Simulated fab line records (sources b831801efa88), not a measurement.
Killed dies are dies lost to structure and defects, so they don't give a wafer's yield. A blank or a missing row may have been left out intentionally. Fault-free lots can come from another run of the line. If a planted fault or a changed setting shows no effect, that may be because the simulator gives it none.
2 desks looking at one fault / flow sky130 / what lay behind the numbers comes last; until then each desk has only its own

THE TOOL OWNER'S DESK: rie metal-04
The tool's own readings at SKY_METAL4_METAL_ETCH_18 (etches the open film in Cl2/BCl3, stops on SiO2, target depth 845 nm, time 183.1 s): means of the sampled wafers that have a number, for each lot that ran on this tool. If a lot's mean is further than 4 standard deviations from the usual mean, the lot is out of limits and carries the mark OUT (the distance appears in the brackets).
Columns: A = bias w at SKY_METAL4_METAL_ETCH_18, usual 48.50 W; B = drypump motor current A at SKY_METAL4_METAL_ETCH_18, usual 5.7 A; C = oes product au at SKY_METAL4_METAL_ETCH_18, usual 0.865 a.u.; D = throttle valve pct at SKY_METAL4_METAL_ETCH_18, usual 22.266 %
lot=L824; first seen here=day 41 09:44; A=48.58; B=6.4; C=0.870; D=22.270
lot=L831; first seen here=day 43 22:22; A=48.37; B=5.9; C=0.865; D=22.262
lot=L837; first seen here=day 45 11:32; A=48.63; B=6.1; C=0.801 (-10) OUT; D=22.260
lot=L839; first seen here=day 45 17:06; A=48.35; B=5.9; C=0.800 (-11) OUT; D=22.269
This desk's finding: out of limits on L837, L839; first on L837, day 45 11:32 (oes product au at SKY_METAL4_METAL_ETCH_18). Within limits: L824, L831.

AT THE METROLOGY DESK
What the gauges read, lot by lot, whatever tool the lot ran on: means of the sampled wafers that have a number. If a lot's mean is further than 4 standard deviations from the usual mean, the lot is out of limits and carries the mark OUT (the distance appears in the brackets).
Columns: A = METAL4_OVL at SKY_METAL4_OVL_MEAS_14, usual 0 nm; B = VIA4_OVL at SKY_VIA4_OVL_MEAS_11, usual 0.1 nm
lot=L824; first seen here=day 41 09:34; A=-0; B=0.4
lot=L826; first seen here=day 42 06:08; A=-7; B=-0.8
lot=L827; first seen here=day 42 09:02; A=-1; B=-0.2
lot=L828; first seen here=day 42 15:01; A=-5; B=-0.4
lot=L829; first seen here=day 43 04:28; A=1; B=-0.4
lot=L831; first seen here=day 43 22:11; A=-4; B=-0.6
lot=L837; first seen here=day 45 11:18; A=4; B=-1.2
lot=L839; first seen here=day 45 16:55; A=-4; B=-0.1
lot=L841; first seen here=day 46 06:00; A=2; B=2.0
lot=L844; first seen here=day 47 01:14; A=8; B=-1.3
lot=L846; first seen here=day 47 08:37; A=-6; B=2.8
This desk's finding: nothing out of limits on any of the 11 lots.

TAKEN TOGETHER
The tool owner's desk had the chance to raise an alarm at day 45 11:32 on L837, L839.
Metrology desk: nothing out of limits seen.
The metrology desk has L837, L839 on record, within its limits.
All the named lots went through SKY_METAL4_METAL_ETCH_18 on rie metal-04.

WHAT THE SIMULATOR PUT IN
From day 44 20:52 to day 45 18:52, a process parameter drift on rie metal-04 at SKY_METAL4_METAL_ETCH_18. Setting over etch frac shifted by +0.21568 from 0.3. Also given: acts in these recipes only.
Shown lots that were struck: L837, L839.
How many hours passed from the start of the fault until each desk's first out-of-limits reading: the tool owner's desk, 15.
